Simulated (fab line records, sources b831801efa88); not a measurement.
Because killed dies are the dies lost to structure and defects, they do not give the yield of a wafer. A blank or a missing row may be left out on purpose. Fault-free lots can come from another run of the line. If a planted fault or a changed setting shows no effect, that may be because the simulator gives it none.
Comparing a struck lot with a sound one    flow sky130    17 steps out of a route of 708
Sound: the wafers L640.2, L640.3, L640.4. Struck: wafers L645.1, L645.3, L645.6. The cause is given at the end.
For every step that has rows: the tool of each side, followed by ch and its chambers, followed by its first start. Under that, the readings that differ: sound wafers    struck wafers    difference of the means    sigmas: that difference in standard deviations of wafers without a fault.
alike: readings with means less than 2 such deviations apart, plus words and numbers identical on both sides. not compared: withheld readings, readings lacking a value on some wafer, bounds such as >300 that could conceal the same value, and numbers that have no deviation in the record and whose values overlap.
The two part at a step that has a row with sigmas, a row that says differs or no value, or rows on one side only. Numbers that have no deviation but don't overlap get no sigmas and don't part them. A reading missing from all wafers of one side parts the sides only when that side holds two or more wafers.

SKY_FIELD_ISO_BOW_MEAS_00:
  struck on filmMetro-02, day 3 12:00; sound on filmMetro-01, day 2 11:01
  alike: INCOMING_BOW
then, 1 step without rows for these wafers: SKY_FIELD_ISO_OXIDATION_01 (stabilise 600 s, purge 300 s, target thk 12 nm).
SKY_FIELD_ISO_THK_MEAS_02:
  struck on filmMetro-03, day 3 15:21; sound on filmMetro-01, day 2 13:15
  alike: FIELD_ISO_OXIDATION_00_THK
then, 1 step without rows for these wafers: SKY_FIELD_ISO_CVD_03 (deposits Si3N4 from DCS/NH3, target thk 165 nm, time 2830 s).
SKY_FIELD_ISO_THK_MEAS_04:
  struck on filmMetro-02, day 3 18:04; sound on filmMetro-02, day 2 15:06
reading                    sound              struck             difference  sigmas
FIELD_ISO_CVD_03_THK (nm)  164.5 164.1 165.1  166.6 167.9 168.7  +3.2        +2
then, 2 steps without rows for these wafers: SKY_FIELD_ISO_DEHYDRATE_05 (time 60 s); SKY_FIELD_ISO_HMDS_06 (prime time 60 s).
SKY_FIELD_ISO_COAT_07: resist thk 60 nm.
  sound on lithoTrack-02 ch 0, day 2 23:10; struck on lithoTrack-02 ch 0, day 4 01:44
  alike: spinSpeedRpm
then, 5 steps without rows for these wafers: SKY_FIELD_ISO_COAT_08 (resist thk 450 nm); SKY_FIELD_ISO_SOFTBAKE_09 (time 90 s); SKY_FIELD_ISO_EXPOSE_10 (exposes mask FOM, target cd 150 nm); SKY_FIELD_ISO_PEB_11; SKY_FIELD_ISO_DEVELOP_12 (develop time 60 s).
SKY_FIELD_ISO_CD_MEAS_13: target cd 150 nm.
  struck on cdSem-02, day 4 10:59; sound on cdSem-01, day 3 06:58
  alike: cdNm
SKY_FIELD_ISO_ETCH_14: etches BARC in N2/H2, stops on SiO2, time 45.9 s, target depth 60 nm.
  sound on rieDiel-04 ch 0,2,3, day 3 07:04; struck on rieDiel-01 ch 0,2,3, day 4 11:07
reading                       sound                 struck                difference  sigmas
chamberPressureMTorr (mTorr)  30.077 30.034 29.988  29.956 29.966 29.975  -0.067      -2
oesProductAu (a.u.)           0.849 0.855 0.848     0.797 0.808 0.810     -0.046      -10
model.etch.depthNm (nm)       59.79 59.86 59.94     53.43 53.39 53.39     -6.46       
  alike: biasW, drypumpMotorCurrentA, n2FlowSccm, throttleValvePct
  not compared: rfHoursCounterH
SKY_FIELD_ISO_ETCH_15: etches the open film in CHF3/O2, stops on Si, target depth 180 nm, time 72 s.
  sound on rieDiel-04 ch 0,2,3, day 3 07:07; struck on rieDiel-01 ch 0,2,3, day 4 11:09
  alike: biasW, chamberPressureMTorr, drypumpMotorCurrentA, oesProductAu, throttleValvePct
  not compared: rfHoursCounterH
-- record jumps: 44 days separate the struck wafers' starts on either side; left off in module FIELD_ISO, taken up again in module PAD_OPEN, whose first shown step is the route's number 708 --
SKY_PAD_OPEN_PROBE_99:
  struck on prober-02, day 48 13:49; sound on prober-02, day 47 12:07
  alike: killed_at_M0_to_M3, killed_at_M4_up, killedAtContacts, killedAtFrontEnd, killedAtOther, killedDies, killedOpen, killedShort

WHERE THEY PART
Last at SKY_FIELD_ISO_ETCH_14 as far as this record goes, first at SKY_FIELD_ISO_THK_MEAS_04. Later steps at which nothing parts them and some readings are alike: SKY_FIELD_ISO_ETCH_15, SKY_PAD_OPEN_PROBE_99.

WHY: what had been put in by the simulator
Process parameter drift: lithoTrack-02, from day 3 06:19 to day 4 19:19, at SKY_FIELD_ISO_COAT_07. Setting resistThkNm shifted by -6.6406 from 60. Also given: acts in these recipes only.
